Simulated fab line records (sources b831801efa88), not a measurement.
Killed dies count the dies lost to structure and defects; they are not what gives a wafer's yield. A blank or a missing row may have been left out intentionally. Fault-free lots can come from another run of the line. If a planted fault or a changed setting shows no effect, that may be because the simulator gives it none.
The tool behind it: which one? | flow gf180mcu | Sampling: 13 lots, 39 wafers, 5 of 602 route steps

== WHAT EACH GAUGE READ, for each wafer ==
GF_POLY_GATE_CD_MEAS_18. Usual: cd-nm reads 280.2 nm (standard deviation 1.8).
lot  | measured     | on        | cd-nm (nm)        | flag
L417 | day 10 00:20 | cd-sem-01 | 279.8 278.3 279.1 |
L419 | day 10 13:19 | cd-sem-02 | 279.9 280.1 280.0 |
L420 | day 10 21:53 | cd-sem-01 | 280.2 282.1 281.1 |
L421 | day 11 02:49 | cd-sem-02 | 280.6 279.0 280.5 |
L422 | day 11 14:25 | cd-sem-01 | 275.6 277.9 278.6 |
L423 | day 12 03:46 | cd-sem-02 | 279.0 282.0 279.8 |
L426 | day 12 06:40 | cd-sem-01 | 282.0 279.7 281.1 |
L428 | day 13 04:14 | cd-sem-02 | 280.7 279.4 277.7 |
L430 | day 13 15:58 | cd-sem-01 | 279.5 279.8 281.7 |
L431 | day 14 01:05 | cd-sem-02 | 286.4 279.3 282.6 |
L435 | day 15 06:33 | cd-sem-01 | 277.4 284.7 278.8 |
L436 | day 15 15:07 | cd-sem-02 | 281.0 280.5 282.3 |
L438 | day 16 05:11 | cd-sem-02 | 277.1 280.1 280.6 |

GF_M1_OVL_MEAS_15. Usual: M1_OVL typically reads -1 nm, with standard deviation 5.9.
lot  | measured     | on         | M1_OVL (nm) | flag
L417 | day 18 07:01 | overlay-02 | -6 0 1      |
L419 | day 18 21:10 | overlay-01 | -8 -9 -3    |
L420 | day 19 09:43 | overlay-01 | 12 3 0      |
L421 | day 19 15:01 | overlay-02 | -4 4 12     |
L422 | day 20 05:40 | overlay-01 | -5 6 -2     |
L423 | day 21 03:49 | overlay-01 | 1 7 4       |
L426 | day 21 06:29 | overlay-02 | 11 4 12     |
L428 | day 22 06:34 | overlay-02 | -6 -7 -1    |
L430 | day 22 17:41 | overlay-02 | 6 4 1       |
L431 | day 23 04:37 | overlay-02 | -1 2 -1     |
L435 | day 24 12:35 | overlay-01 | -9 1 -9     |
L436 | day 24 19:25 | overlay-02 | -6 -6 7     |
L438 | day 25 11:07 | overlay-02 | 6 0 3       |

GF_V1_BOW_MEAS_05. Usual: V1_BOW typically reads 82 um, with standard deviation 7.8.
lot  | measured     | on            | V1_BOW (um) | flag
L417 | day 18 08:25 | film-metro-02 | 85 76 84    |
L419 | day 18 22:42 | film-metro-02 | 93 73 101   |
L420 | day 19 10:58 | film-metro-01 | 80 75 92    |
L421 | day 19 16:21 | film-metro-02 | 79 71 99    |
L422 | day 20 06:56 | film-metro-02 | 97 101 94   |
L423 | day 21 05:19 | film-metro-01 | 91 83 87    |
L426 | day 21 07:48 | film-metro-01 | 70 85 86    |
L428 | day 22 07:58 | film-metro-02 | 67 85 85    |
L430 | day 22 19:14 | film-metro-03 | 90 94 77    |
L431 | day 23 06:03 | film-metro-02 | 74 79 79    |
L435 | day 24 13:53 | film-metro-01 | 76 78 63    |
L436 | day 24 20:43 | film-metro-01 | 88 80 72    |
L438 | day 25 12:30 | film-metro-02 | 75 65 83    |

== TOOL THAT RAN EACH LOT (tool first, then ch and the chambers of the sampled wafers, then the start) ==
lot  | GF_POLY_GATE_ETCH_12               | GF_M1_SPUTTER_02
L417 | rie-diel-02 ch 1,3, day 9 22:40    | pvd-sputter-01, day 17 06:49
L419 | rie-diel-02 ch 0,1,2, day 10 11:45 | pvd-sputter-03, day 17 21:35
L420 | rie-diel-04 ch 1,3, day 10 19:19   | pvd-sputter-03, day 18 08:50
L421 | rie-diel-04 ch 0,1,2, day 11 00:49 | pvd-sputter-03, day 18 14:19
L422 | rie-diel-02 ch 0,1,2, day 11 12:19 | pvd-sputter-03, day 19 04:27
L423 | rie-diel-04 ch 0,1,3, day 12 01:49 | pvd-sputter-03, day 20 03:02
L426 | rie-diel-04 ch 1,2,3, day 12 05:04 | pvd-sputter-01, day 20 06:30
L428 | rie-diel-03 ch 1,2,3, day 13 02:40 | pvd-sputter-01, day 21 05:50
L430 | rie-diel-03 ch 0,3, day 13 14:19   | pvd-sputter-01, day 21 18:40
L431 | rie-diel-03 ch 0,1,3, day 13 22:13 | pvd-sputter-02, day 22 05:01
L435 | rie-diel-03 ch 0,1,3, day 15 04:31 | pvd-sputter-03, day 23 13:32
L436 | rie-diel-04 ch 0,3, day 15 13:11   | pvd-sputter-03, day 23 20:47
L438 | rie-diel-02 ch 0,1, day 16 03:14   | pvd-sputter-01, day 24 12:44
- GF_POLY_GATE_ETCH_12: etches BARC in N2/H2.
- GF_M1_SPUTTER_02: material AlCu, target thk 450 nm, time 23.9 s.

== WHAT THE TOOLS THEMSELVES READ (means of the sampled wafers that have a number; where no wafer has one, the mark that the record gives instead) ==
GF_POLY_GATE_ETCH_12. Usual: drypump-motor-current-A 5.8 A, standard deviation 0.49; oes-product-au 0.736 a.u., standard deviation 0.005; rf-fwd-power-W 495.7 W, standard deviation 1.8; throttle-valve-pct 13.214 %, standard deviation 0.0096.
lot  | tool        | drypump-motor-current-A (A) | oes-product-au (a.u.) | rf-fwd-power-W (W) | throttle-valve-pct (%) | flag
L417 | rie-diel-02 | 5.3                         | 0.738                 | 495.3              | 13.224                 |
L419 | rie-diel-02 | 5.8                         | 0.735                 | 496.0              | 13.207                 |
L420 | rie-diel-04 | 6.3                         | 0.731                 | 497.0              | 13.223                 |
L421 | rie-diel-04 | 5.7                         | 0.739                 | 497.6              | 13.212                 |
L422 | rie-diel-02 | 5.7                         | 0.736                 | 496.2              | 13.217                 |
L423 | rie-diel-04 | 6.2                         | 0.735                 | 495.4              | 13.216                 |
L426 | rie-diel-04 | 5.9                         | 0.735                 | 495.4              | 13.216                 |
L428 | rie-diel-03 | 5.9                         | 0.735                 | 495.2              | 13.220                 |
L430 | rie-diel-03 | 6.4                         | 0.738                 | 496.5              | 13.215                 |
L431 | rie-diel-03 | 6.2                         | 0.738                 | 427.2              | 13.214                 | OFF
L435 | rie-diel-03 | 6.1                         | 0.738                 | 428.3              | 13.204                 | OFF
L436 | rie-diel-04 | 6.3                         | 0.733                 | 495.6              | 13.215                 |
L438 | rie-diel-02 | 5.9                         | 0.736                 | 496.4              | 13.227                 |

GF_M1_SPUTTER_02. Usual: chamber-pressure-pa 0.4001 Pa, standard deviation 0.00086; throttle-valve-pct 30.1 %, standard deviation 1.3.
lot  | tool           | chamber-pressure-pa (Pa) | throttle-valve-pct (%) | flag
L417 | pvd-sputter-01 | 0.4000                   | 29.2                   |
L419 | pvd-sputter-03 | 0.3993                   | 31.0                   |
L420 | pvd-sputter-03 | 0.4004                   | 29.5                   |
L421 | pvd-sputter-03 | 0.3995                   | 31.3                   |
L422 | pvd-sputter-03 | 0.4000                   | 31.1                   |
L423 | pvd-sputter-03 | 0.4003                   | 31.3                   |
L426 | pvd-sputter-01 | 0.3995                   | 29.9                   |
L428 | pvd-sputter-01 | 0.4011                   | 29.2                   |
L430 | pvd-sputter-01 | 0.4007                   | 30.0                   |
L431 | pvd-sputter-02 | 0.3996                   | 29.9                   |
L435 | pvd-sputter-03 | 0.4011                   | 30.8                   |
L436 | pvd-sputter-03 | 0.4003                   | 31.3                   |
L438 | pvd-sputter-01 | 0.3990                   | 29.6                   |

== THE ANSWER, worked out from the rows above alone ==
Rule: take the mean of a lot's wafers that have a number; if it is more than 3 standard deviations from the usual mean, the lot is off. Also off: a lot with no number at a reading for which 4 or more lots have one. Where the step has rows for the other lots, those lots are counted as sound. The gauges are gone through in route order, then the tools' own readings, and for those a lot's mean is taken as printed above. The first step at which some lot is off is used, and at that step the reading that is off furthest; a lot without a number counts as furthest.
Off: L431, L435, at GF_POLY_GATE_ETCH_12 (rf-fwd-power-W).
If a tool, at that step or one of the process steps before it, ran each lot that is off and ran no sound lot following the first of them, it fits. One fits: GF_POLY_GATE_ETCH_12 on rie-diel-03. Its last sound lot is L430 (day 13 14:19), its first lot that is off L431 (day 13 22:13): a fault that began between those two fits.
On the lots that are off, the tool's own readings at GF_POLY_GATE_ETCH_12 differ by more than 5 times the standard deviation of the sound lots' means, which bears it out; rf-fwd-power-W reads 427.8 W there versus 496.1 W on the sound lots.

== WHAT THE SIMULATOR HAD INSERTED ==
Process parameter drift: rie-diel-03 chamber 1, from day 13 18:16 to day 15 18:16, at GF_POLY_GATE_ETCH_12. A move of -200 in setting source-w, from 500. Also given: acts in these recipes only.
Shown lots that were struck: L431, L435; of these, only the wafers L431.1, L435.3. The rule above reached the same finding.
